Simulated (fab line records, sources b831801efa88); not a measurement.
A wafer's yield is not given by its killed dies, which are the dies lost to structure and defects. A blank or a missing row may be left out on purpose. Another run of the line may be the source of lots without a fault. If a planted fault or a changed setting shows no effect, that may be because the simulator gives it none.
Which tool is to blame? / flow gf180mcu / Sampling: 24 lots, 72 wafers, 2 of 602 route steps

== WHAT THE GAUGES READ, wafer by wafer ==
GF_CONTACT_BOW_MEAS_05.
lot=L074; measured=day 15 07:41; on=filmMetro-04; CONTACT_BOW (um)=50 55 71
lot=L075; measured=day 15 16:13; on=filmMetro-03; CONTACT_BOW (um)=67 65 63
lot=L076; measured=day 15 20:55; on=filmMetro-02; CONTACT_BOW (um)=72 60 61
lot=L077; measured=day 16 05:23; on=filmMetro-03; CONTACT_BOW (um)=60 61 61
lot=L078; measured=day 16 16:29; on=filmMetro-04; CONTACT_BOW (um)=81 76 58
lot=L079; measured=day 16 20:22; on=filmMetro-03; CONTACT_BOW (um)=52 58 68
lot=L080; measured=day 17 05:28; on=filmMetro-02; CONTACT_BOW (um)=73 66 73
lot=L081; measured=day 17 17:48; on=filmMetro-03; CONTACT_BOW (um)=65 71 64
lot=L082; measured=day 18 03:04; on=filmMetro-03; CONTACT_BOW (um)=83 76 78
lot=L083; measured=day 18 07:26; on=filmMetro-04; CONTACT_BOW (um)=55 52 59
lot=L084; measured=day 19 01:26; on=filmMetro-03; CONTACT_BOW (um)=61 56 67
lot=L085; measured=day 19 08:44; on=filmMetro-02; CONTACT_BOW (um)=57 57 74
lot=L086; measured=day 19 16:02; on=filmMetro-02; CONTACT_BOW (um)=63 69 73
lot=L087; measured=day 19 23:21; on=filmMetro-02; CONTACT_BOW (um)=59 66 68
lot=L088; measured=day 20 10:57; on=filmMetro-04; CONTACT_BOW (um)=61 58 64
lot=L089; measured=day 20 17:51; on=filmMetro-03; CONTACT_BOW (um)=68 69 70
lot=L090; measured=day 20 22:47; on=filmMetro-02; CONTACT_BOW (um)=59 62 69
lot=L091; measured=day 21 08:44; on=filmMetro-02; CONTACT_BOW (um)=56 76 67
lot=L092; measured=day 21 17:23; on=filmMetro-04; CONTACT_BOW (um)=64 61 64
lot=L093; measured=day 21 23:49; on=filmMetro-04; CONTACT_BOW (um)=59 56 63
lot=L094; measured=day 22 13:54; on=filmMetro-03; CONTACT_BOW (um)=68 65 67
lot=L095; measured=day 22 21:13; on=filmMetro-02; CONTACT_BOW (um)=66 65 70
lot=L096; measured=day 23 09:45; on=filmMetro-03; CONTACT_BOW (um)=73 62 76
lot=L097; measured=day 23 17:56; on=filmMetro-04; CONTACT_BOW (um)=68 61 67

== WHAT TOOL EACH LOT RAN ON (gives the tool, then ch and the chambers of the sampled wafers, and finally the start) ==
lot=L074; GF_VT_IMPLANT_RTA_45=rtpAnneal-02 ch 0, day 7 15:02
lot=L075; GF_VT_IMPLANT_RTA_45=rtpAnneal-01 ch 0, day 7 22:27
lot=L076; GF_VT_IMPLANT_RTA_45=rtpAnneal-02 ch 0, day 8 00:37
lot=L077; GF_VT_IMPLANT_RTA_45=rtpAnneal-01 ch 0, day 8 09:47
lot=L078; GF_VT_IMPLANT_RTA_45=rtpAnneal-02 ch 0, day 8 18:01
lot=L079; GF_VT_IMPLANT_RTA_45=rtpAnneal-01 ch 0, day 8 20:22
lot=L080; GF_VT_IMPLANT_RTA_45=rtpAnneal-01 ch 0, day 9 05:43
lot=L081; GF_VT_IMPLANT_RTA_45=rtpAnneal-02 ch 0, day 9 12:13
lot=L082; GF_VT_IMPLANT_RTA_45=rtpAnneal-02 ch 0, day 9 20:32
lot=L083; GF_VT_IMPLANT_RTA_45=rtpAnneal-02 ch 0, day 10 02:17
lot=L084; GF_VT_IMPLANT_RTA_45=rtpAnneal-02 ch 0, day 10 12:53
lot=L085; GF_VT_IMPLANT_RTA_45=rtpAnneal-02 ch 0, day 10 17:56
lot=L086; GF_VT_IMPLANT_RTA_45=rtpAnneal-02 ch 0, day 11 00:41
lot=L087; GF_VT_IMPLANT_RTA_45=rtpAnneal-02 ch 0, day 11 04:10
lot=L088; GF_VT_IMPLANT_RTA_45=rtpAnneal-02 ch 0, day 11 12:49
lot=L089; GF_VT_IMPLANT_RTA_45=rtpAnneal-02 ch 0, day 11 18:01
lot=L090; GF_VT_IMPLANT_RTA_45=rtpAnneal-01 ch 0, day 11 22:37
lot=L091; GF_VT_IMPLANT_RTA_45=rtpAnneal-01 ch 0, day 12 07:28
lot=L092; GF_VT_IMPLANT_RTA_45=rtpAnneal-02 ch 0, day 12 15:07
lot=L093; GF_VT_IMPLANT_RTA_45=rtpAnneal-01 ch 0, day 12 21:16
lot=L094; GF_VT_IMPLANT_RTA_45=rtpAnneal-01 ch 0, day 13 06:55
lot=L095; GF_VT_IMPLANT_RTA_45=rtpAnneal-02 ch 0, day 13 18:08
lot=L096; GF_VT_IMPLANT_RTA_45=rtpAnneal-01 ch 0, day 14 03:05
lot=L097; GF_VT_IMPLANT_RTA_45=rtpAnneal-01 ch 0, day 14 09:26
- GF_VT_IMPLANT_RTA_45: time 30 s.

== WHAT THE TOOLS THEMSELVES READ (means of the sampled wafers that have a number; where no wafer has one, the mark that the record gives instead) ==
GF_VT_IMPLANT_RTA_45.
lot=L074; tool=rtpAnneal-02; annealTempCMax=1055.0; lampPowerPct (%)=33; wafer_temp_C_max=1053.5
lot=L075; tool=rtpAnneal-01; annealTempCMax=1056.9; lampPowerPct (%)=39; wafer_temp_C_max=1058.0
lot=L076; tool=rtpAnneal-02; annealTempCMax=1055.6; lampPowerPct (%)=33; wafer_temp_C_max=1053.7
lot=L077; tool=rtpAnneal-01; annealTempCMax=1056.9; lampPowerPct (%)=39; wafer_temp_C_max=1056.9
lot=L078; tool=rtpAnneal-02; annealTempCMax=1054.9; lampPowerPct (%)=33; wafer_temp_C_max=1054.1
lot=L079; tool=rtpAnneal-01; annealTempCMax=1056.5; lampPowerPct (%)=39; wafer_temp_C_max=1057.5
lot=L080; tool=rtpAnneal-01; annealTempCMax=1057.3; lampPowerPct (%)=39; wafer_temp_C_max=1059.6
lot=L081; tool=rtpAnneal-02; annealTempCMax=1055.1; lampPowerPct (%)=33; wafer_temp_C_max=1054.6
lot=L082; tool=rtpAnneal-02; annealTempCMax=1055.2; lampPowerPct (%)=33; wafer_temp_C_max=1055.1
lot=L083; tool=rtpAnneal-02; annealTempCMax=1055.4; lampPowerPct (%)=33; wafer_temp_C_max=1054.2
lot=L084; tool=rtpAnneal-02; annealTempCMax=1055.2; lampPowerPct (%)=33; wafer_temp_C_max=1053.3
lot=L085; tool=rtpAnneal-02; annealTempCMax=1055.0; lampPowerPct (%)=33; wafer_temp_C_max=1053.8
lot=L086; tool=rtpAnneal-02; annealTempCMax=1055.7; lampPowerPct (%)=33; wafer_temp_C_max=1054.4
lot=L087; tool=rtpAnneal-02; annealTempCMax=1055.0; lampPowerPct (%)=33; wafer_temp_C_max=1054.8
lot=L088; tool=rtpAnneal-02; annealTempCMax=1055.0; lampPowerPct (%)=33; wafer_temp_C_max=1053.6
lot=L089; tool=rtpAnneal-02; annealTempCMax=1054.9; lampPowerPct (%)=33; wafer_temp_C_max=1053.7
lot=L090; tool=rtpAnneal-01; annealTempCMax=1056.7; lampPowerPct (%)=39; wafer_temp_C_max=1057.8
lot=L091; tool=rtpAnneal-01; annealTempCMax=1058.4; lampPowerPct (%)=39; wafer_temp_C_max=1059.0
lot=L092; tool=rtpAnneal-02; annealTempCMax=1055.6; lampPowerPct (%)=33; wafer_temp_C_max=1054.5
lot=L093; tool=rtpAnneal-01; annealTempCMax=1057.5; lampPowerPct (%)=39; wafer_temp_C_max=1058.2
lot=L094; tool=rtpAnneal-01; annealTempCMax=1057.7; lampPowerPct (%)=39; wafer_temp_C_max=1059.1
lot=L095; tool=rtpAnneal-02; annealTempCMax=1055.3; lampPowerPct (%)=33; wafer_temp_C_max=1053.4
lot=L096; tool=rtpAnneal-01; annealTempCMax=1058.9; lampPowerPct (%)=39; wafer_temp_C_max=1058.5
lot=L097; tool=rtpAnneal-01; annealTempCMax=1058.0; lampPowerPct (%)=39; wafer_temp_C_max=1058.4

== THE ANSWER, worked out from the rows above alone ==
Rule: usual is defined by the lots themselves. The widest of any qualifying gaps counts: lots, ordered by their means at a reading, are off when they make up no more than a third of the lots, leave a main group of 4 or more, and stand apart from it by 3 or more times the standard deviation of that group's means. A main group is skipped when, at the precision printed for the reading in the tables above, its means are all equal. A lot without any number at a reading at which 4 lots or more have one is off too. All remaining lots with rows at the step are treated as sound. Order of review: gauges by route order, followed by the tools' own readings, for which a lot's mean as printed above is used. The first step at which some lot is off is used, and at that step the reading that is off furthest; a lot without a number counts as furthest.
Nothing can be told from this: no lot is off at any reading shown.

== WHAT WAS PUT IN BY THE SIMULATOR ==
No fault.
